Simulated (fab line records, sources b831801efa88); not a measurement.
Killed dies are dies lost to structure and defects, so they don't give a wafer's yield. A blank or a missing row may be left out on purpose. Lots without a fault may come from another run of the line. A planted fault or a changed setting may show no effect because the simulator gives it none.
A struck lot beside a sound one | flow sky130 | 36 steps out of a route of 708
Sound: wafers L285.1, L285.4, L285.5. Struck: wafers L283.1, L283.2, L283.6. The cause comes at the end.
At each step with rows: each side's tool, then ch and its chambers, then its first start. Under that, the readings that differ: sound wafers | struck wafers | difference of the means | sigmas: that difference in standard deviations of wafers without a fault.
alike: readings whose means differ by less than 2 such deviations, and words and numbers that are the same on both sides. not compared: withheld readings, readings that some wafer has no value for, bounds like >300 that may hide the same value, and numbers for which the record gives no deviation and whose values overlap.
The two part at a step that has a row with sigmas, a row that says differs or no value, or rows on one side only. Numbers that don't overlap but have no deviation are shown without sigmas and don't part them. A reading that every wafer of one side lacks parts them only if that side has two wafers or more.

first, 10 steps without rows for these wafers: SKY_POLY_CUT_ETCH_10 (etches BARC in N2/H2, stops on SiO2, time 45.9 s, target depth 60 nm); SKY_POLY_CUT_ETCH_11 (etches Si3N4 in CF4/CH2F2/Ar, stops on poly-Si, time 42.5 s, target depth 60 nm); SKY_POLY_CUT_STRIP_12 (strips in O2/N2); SKY_SD_P_DEHYDRATE_00 (time 60 s); SKY_SD_P_HMDS_01 (prime time 60 s); SKY_SD_P_COAT_02 (resist thk 1140 nm); SKY_SD_P_SOFTBAKE_03 (time 60 s); SKY_SD_P_EXPOSE_04 (exposes mask PSDM, target cd 380 nm); SKY_SD_P_PEB_05; SKY_SD_P_DEVELOP_06 (develop time 60 s).
SKY_SD_P_IMPLANT_09:
  sound on implanter-04 ch 0, day 29 13:25; struck on implanter-03 ch 0, day 28 18:56
SKY_SD_P_STRIP_10: strips in O2/N2.
  sound on plasma_asher-02 ch 0,1, day 29 13:34; struck on plasma_asher-02 ch 0,1, day 28 19:05
  reading                      | sound             | struck            | difference | sigmas
  oes_product_au (a.u.)        | 0.621 0.621 0.612 | 0.589 0.578 0.578 | -0.036     | -9
  strip_time_to_endpoint_s (s) | 17.48 17.47 17.45 | 18.96 18.99 18.97 | +1.51      | +43
  alike: drypump_motor_current_A
  not compared: rf_hours_counter_h
SKY_SD_P_TW_MEAS_11:
  sound on film_metro-02, day 29 13:40; struck on film_metro-02, day 28 19:11
  reading | sound          | struck         | difference | sigmas
  SD_P_TW | 2863 2853 2858 | 3173 3151 3163 | +304       | +7
then, 21 steps without rows for these wafers: SKY_RES_XHIGH_DEHYDRATE_00 (time 60 s); SKY_RES_XHIGH_HMDS_01 (prime time 60 s); SKY_RES_XHIGH_COAT_02 (resist thk 1140 nm); SKY_RES_XHIGH_SOFTBAKE_03 (time 60 s); SKY_RES_XHIGH_EXPOSE_04 (exposes mask URPM, target cd 1270 nm); SKY_RES_XHIGH_PEB_05; SKY_RES_XHIGH_DEVELOP_06 (develop time 60 s); SKY_RES_XHIGH_IMPLANT_07; SKY_RES_XHIGH_STRIP_08 (strips in O2/N2); SKY_SD_N_DEHYDRATE_00 (time 60 s); SKY_SD_N_HMDS_01 (prime time 60 s); SKY_SD_N_COAT_02 (resist thk 1140 nm); SKY_SD_N_SOFTBAKE_03 (time 60 s); SKY_SD_N_EXPOSE_04 (exposes mask NSDM, target cd 380 nm); SKY_SD_N_PEB_05; SKY_SD_N_DEVELOP_06 (develop time 60 s); SKY_SD_N_IMPLANT_09; SKY_SD_N_IMPLANT_10; SKY_SD_N_STRIP_11 (strips in O2/N2); SKY_SD_N_CLEAN_13 (cleans in SC1/SC2, time 150 s); SKY_SD_N_RTA_14 (time 2 s).
-- the record jumps here: 2 days lie between the struck wafers' starts before and after --
SKY_SD_N_RS_MEAS_17: measures by four-point-probe.
  sound on film_metro-01, day 31 21:47; struck on film_metro-04, day 31 02:47
  reading          | sound             | struck            | difference | sigmas
  SD_P_RS (ohm/sq) | 147.0 146.9 147.1 | 137.7 138.1 137.6 | -9.2       | -25
-- the record jumps here: 17 days lie between the struck wafers' starts before and after (it left off in module SD_N and takes up again in module PAD_OPEN, whose first step shown is number 708 of the route) --
SKY_PAD_OPEN_PROBE_99:
  sound on prober-02, day 48 15:21; struck on prober-01, day 48 02:22
  reading                                | sound             | struck            | difference | sigmas
  model.etest.res_high_po.line_ohm_um    | 734.3 703.1 755.7 | 514.3 509.2 509.2 | -220.1     |
  model.etest.res_pdiff.line_ohm_um      | 1386 1386 1397    | 1137 1145 1129    | -253       |
  model.etest.licon_high_po.rc_ohm       | 366.7 353.2 353.3 | 185.4 197 200.1   | -163.6     |
  model.etest.pfet_g5v0d10v5.r_on_ohm_um | 4792 4854 4738    | 4624 4563 4566    | -210       |
  model.etest.licon_pdiff.rc_ohm         | 596.5 593.8 572.9 | 494.4 471.5 491.2 | -102.0     |
  model.etest.res_high_po.rs_ohm_sq      | 260.9 252.8 264.5 | 176.4 178.9 178.3 | -81.5      |
  model.etest.res_pdiff_hv.rs_ohm_sq     | 195.3 194.8 195.2 | 155.2 157.1 155.7 | -39.1      |
  model.etest.res_pdiff.rs_ohm_sq        | 200.7 200.3 200.4 | 163.9 163.3 161.8 | -37.5      |
  alike: killed_at_M0_to_M3, killed_at_M4_up, killed_at_contacts, killed_at_front_end, killed_at_other, killed_dies, killed_open, killed_short

WHERE THEY PART
First at SKY_SD_P_STRIP_10; last, within this record, at SKY_SD_N_RS_MEAS_17. Later steps at which nothing parts them and some readings are alike: SKY_PAD_OPEN_PROBE_99.

WHY: what the simulator had put in
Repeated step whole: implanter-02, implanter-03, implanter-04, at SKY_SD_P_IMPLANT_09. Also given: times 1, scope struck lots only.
